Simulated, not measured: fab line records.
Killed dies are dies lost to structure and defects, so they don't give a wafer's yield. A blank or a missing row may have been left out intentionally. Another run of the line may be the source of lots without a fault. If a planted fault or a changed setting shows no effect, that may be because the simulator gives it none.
Comparing a struck lot with a sound one / flow sky130 / 43 out of 708 route steps
Sound: the wafers L713.1, L713.3, L713.5. Struck: wafers L717.1, L717.3, L717.4. Last of all comes the cause.
Per side, at each step with rows, come the tool, then ch with its chambers, and then its first start. Under that, the readings that differ: sound wafers / struck wafers / difference of the means / sigmas: that difference in standard deviations of wafers without a fault.
alike: words and numbers the same on both sides, and readings whose means are apart by under 2 such deviations; not compared: readings that were withheld, readings missing a value for some wafer, numbers with overlapping values and no deviation given by the record, and bounds like >300 which may hide the same value.
A row with sigmas, a row that says differs or no value, or rows on one side alone: a step with any of these is where the two part. Non-overlapping numbers with no deviation appear without sigmas and do not part them. Lack of a reading on every wafer of one side parts them only where that side has two or more wafers.

first, 8 steps without rows for these wafers: SKY_POLY_GATE_DEHYDRATE_05 (time 60 s); SKY_POLY_GATE_HMDS_06 (prime time 60 s); SKY_POLY_GATE_COAT_07 (resist thk 110 nm); SKY_POLY_GATE_COAT_08 (resist thk 450 nm); SKY_POLY_GATE_SOFTBAKE_09 (time 90 s); SKY_POLY_GATE_EXPOSE_10 (exposes mask P1M, target cd 150 nm); SKY_POLY_GATE_PEB_11; SKY_POLY_GATE_DEVELOP_12 (develop time 60 s).
SKY_POLY_GATE_CD_MEAS_13 targets a cd of 150 nm.
  sound: cd_sem-02 at day 16 20:09; struck: cd_sem-01 at day 18 18:22
  alike: cd_nm
SKY_POLY_GATE_OVL_MEAS_14:
  sound: overlay-01 at day 16 20:16; struck: overlay-01 at day 18 18:29
  alike: POLY_GATE_OVL
SKY_POLY_GATE_ETCH_15: etches BARC in N2/H2, stops on SiO2, time 118.5 s, target depth 110 nm.
  sound on rie_diel-01 ch 0,3, day 16 20:18; struck on rie_diel-02 ch 1,2,3, day 18 18:32
  alike: drypump_motor_current_A, oes_product_au, throttle_valve_pct
  not compared: rf_hours_counter_h
SKY_POLY_GATE_ETCH_16: etches Si3N4 in CH3F/O2, stops on poly-Si, time 147.5 s, target depth 75 nm.
  sound on rie_diel-01 ch 0,3, day 16 20:23; struck on rie_diel-02 ch 1,2,3, day 18 18:37
reading=drypump_motor_current_A (A); sound=5.8 6.7 6.7; struck=5.6 5.8 5.5; difference=-0.8; sigmas=-2
  alike: oes_product_au, throttle_valve_pct
  not compared: rf_hours_counter_h
SKY_POLY_GATE_ETCH_17: etches poly-Si in HBr/Cl2, stops on SiO2, target depth 180 nm, time 70.5 s.
  sound on rie_si-02 ch 1,2, day 16 20:29; struck on rie_si-01 ch 0,1,2, day 18 18:43
  alike: drypump_motor_current_A, oes_product_au, throttle_valve_pct
  not compared: rf_hours_counter_h
SKY_POLY_GATE_STRIP_18: strips in O2/N2.
  sound on plasma_asher-04 ch 0, day 16 20:32; struck on plasma_asher-02 ch 0,1, day 18 18:46
reading=drypump_motor_current_A (A); sound=6.2 6.1 6.2; struck=4.8 5.8 4.8; difference=-1.0; sigmas=-3
  alike: oes_product_au, strip_time_to_endpoint_s
  not compared: rf_hours_counter_h
then, 2 steps without rows for these wafers: SKY_POLY_GATE_CLEAN_19 (cleans in SC1/SC2, time 150 s); SKY_POLY_GATE_OXIDATION_20 (stabilise 600 s, purge 300 s, target thk 4 nm).
SKY_POLY_GATE_THK_MEAS_21:
  sound: film_metro-03 at day 16 22:09; struck: film_metro-01 at day 18 20:13
reading=POLY_GATE_OXIDATION_THK (nm); sound=4.15 4.05 4.15; struck=3.98 3.91 3.89; difference=-0.19; sigmas=-2
SKY_POLY_GATE_CD_MEAS_22:
  sound: cd_sem-01 at day 16 22:13; struck: cd_sem-02 at day 18 20:17
reading=cd_nm (nm); sound=156 151 151; struck=146 149 143; difference=-7; sigmas=-2
then, 7 steps without rows for these wafers: SKY_LDD_N_DEHYDRATE_00 (time 60 s); SKY_LDD_N_HMDS_01 (prime time 60 s); SKY_LDD_N_COAT_02 (resist thk 300 nm); SKY_LDD_N_SOFTBAKE_03 (time 60 s); SKY_LDD_N_EXPOSE_04 (exposes mask NTM, target cd 840 nm); SKY_LDD_N_PEB_05; SKY_LDD_N_DEVELOP_06 (develop time 60 s).
SKY_LDD_N_OVL_MEAS_07:
  sound: overlay-01 at day 18 03:45; struck: overlay-02 at day 20 03:55
  alike: LDD_N_OVL
then, 8 steps without rows for these wafers: SKY_LDD_N_IMPLANT_08; SKY_LDD_N_IMPLANT_09; SKY_LDD_N_IMPLANT_10; SKY_LDD_N_IMPLANT_11; SKY_LDD_N_IMPLANT_12; SKY_LDD_N_IMPLANT_13; SKY_LDD_N_IMPLANT_14; SKY_LDD_N_IMPLANT_15.
SKY_LDD_N_STRIP_16: strips in O2/N2.
  sound on plasma_asher-02 ch 0,1, day 18 04:59; struck on plasma_asher-02 ch 0,1, day 20 05:10
  alike: drypump_motor_current_A, oes_product_au, strip_time_to_endpoint_s
  not compared: rf_hours_counter_h
SKY_LDD_N_TW_MEAS_17:
  sound: film_metro-03 at day 18 05:05; struck: film_metro-04 at day 20 05:16
  alike: LDD_N_TW
then, 6 steps without rows for these wafers: SKY_LDD_P_DEHYDRATE_00 (time 60 s); SKY_LDD_P_HMDS_01 (prime time 60 s); SKY_LDD_P_COAT_02 (resist thk 1140 nm); SKY_LDD_P_SOFTBAKE_03 (time 60 s); SKY_LDD_P_EXPOSE_04 (exposes mask PSDM, target cd 380 nm); SKY_LDD_P_PEB_05.
-- the record jumps here: 27 days lie between the struck wafers' starts before and after (it left off in module LDD_P and takes up again in module PAD_OPEN, whose first step shown is number 708 of the route) --
SKY_PAD_OPEN_PROBE_99:
  the record has rows for the struck wafers here (prober-02, day 47 09:25) and none for the sound ones

## WHERE THEY PART
First at SKY_POLY_GATE_ETCH_16; last, within this record, at SKY_PAD_OPEN_PROBE_99.

WHY: the cause the simulator had injected
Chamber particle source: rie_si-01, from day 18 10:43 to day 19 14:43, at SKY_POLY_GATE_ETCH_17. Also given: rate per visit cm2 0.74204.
